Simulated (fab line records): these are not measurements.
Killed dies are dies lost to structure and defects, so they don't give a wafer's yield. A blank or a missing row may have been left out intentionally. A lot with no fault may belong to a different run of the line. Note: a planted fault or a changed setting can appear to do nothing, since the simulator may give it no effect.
A lot that was struck, set against a sound lot + flow sky130 + 15 steps out of a route of 708
Sound: the wafers L732.2, L732.4, L732.5. Wafers struck: L736.4, L736.5, L736.6. The cause is given at the end.
Per side, at each step with rows, come the tool, then ch with its chambers, and then its first start. Under that, the readings that differ: sound wafers + struck wafers + difference of the means + sigmas: that difference in standard deviations of wafers without a fault.
alike: readings whose means differ by less than 2 such deviations, and words and numbers that are the same on both sides. not compared: withheld readings, readings that some wafer has no value for, bounds like >300 that may hide the same value, and numbers for which the record gives no deviation and whose values overlap.
Wherever a step has rows on one side only, a row that says differs or no value, or a row with sigmas, the two part there. Numbers that have no deviation but don't overlap get no sigmas and don't part them. A reading missing from all wafers of one side parts the sides only when that side holds two or more wafers.

first, 5 steps without rows for these wafers: SKY_SONOS_TUNNEL_COAT_02 (resist thk 1140 nm); SKY_SONOS_TUNNEL_SOFTBAKE_03 (time 60 s); SKY_SONOS_TUNNEL_EXPOSE_04 (exposes mask TUNM, target cd 410 nm); SKY_SONOS_TUNNEL_PEB_05; SKY_SONOS_TUNNEL_DEVELOP_06 (develop time 60 s).
SKY_SONOS_TUNNEL_CD_MEAS_07: target cd 410 nm.
  struck on cd-sem-02, day 13 01:39; sound on cd-sem-01, day 11 19:49
  alike: cd-nm
SKY_SONOS_TUNNEL_OVL_MEAS_08:
  struck on overlay-01, day 13 01:44; sound on overlay-02, day 11 19:55
  alike: SONOS_TUNNEL_OVL
then, 3 steps without rows for these wafers: SKY_SONOS_TUNNEL_IMPLANT_09; SKY_SONOS_TUNNEL_WET_ETCH_10 (etches SiO2 in dHF, target depth 14 nm, time 280 s); SKY_SONOS_TUNNEL_STRIP_11 (strips in SPM, time 600 s).
SKY_SONOS_TUNNEL_TW_MEAS_12:
  struck on film-metro-01, day 13 02:43; sound on film-metro-01, day 11 20:25
  alike: SONOS_TUNNEL_TW
then, 1 step without rows for these wafers: SKY_SONOS_TUNNEL_CLEAN_13 (cleans in dHF, time 20 s).
-- the record jumps here: 3 days lie between the struck wafers' starts before and after (it left off in module SONOS_TUNNEL and takes up again in module SONOS_ONO, whose first step shown is number 168 of the route) --
SKY_SONOS_ONO_OXIDATION_00: stabilise 600 s, purge 300 s, target thk 2.6 nm.
  sound on furnace-02 ch 0, day 11 21:46; struck on furnace-02 ch 0, day 15 15:38
  alike: ox-temp-c
SKY_SONOS_ONO_THK_MEAS_01:
  struck on film-metro-02, day 15 17:01; sound on film-metro-02, day 11 23:08
  alike: SONOS_ONO_OXIDATION_THK
-- the record jumps here: 34 days lie between the struck wafers' starts before and after (it left off in module SONOS_ONO and takes up again in module PAD_OPEN, whose first step shown is number 708 of the route) --
SKY_PAD_OPEN_PROBE_99:
  struck on prober-02, day 49 08:49; sound on prober-02, day 45 20:58
| reading                           | sound              | struck               | difference | sigmas |
|-----------------------------------|--------------------|----------------------|------------|--------|
| model.etest.cap-ono.gate-bv-v (V) | 15.82 15.5 16.21   | 14.53 14.69 15.11    | -1.07      |        |
| model.etest.sonos-baked.vt-v (V)  | 0.9482 1.015 1.035 | 0.9291 0.9299 0.9047 | -0.0782    |        |
  alike: killed_at_M0_to_M3, killed_at_M4_up, killed-at-contacts, killed-at-front-end, killed-at-other, killed-dies, killed-open, killed-short
  not compared: model.etest.sonos-baked.vt-less-v

## WHERE THEY PART
Nowhere in this record.

WHY: what had been put in by the simulator
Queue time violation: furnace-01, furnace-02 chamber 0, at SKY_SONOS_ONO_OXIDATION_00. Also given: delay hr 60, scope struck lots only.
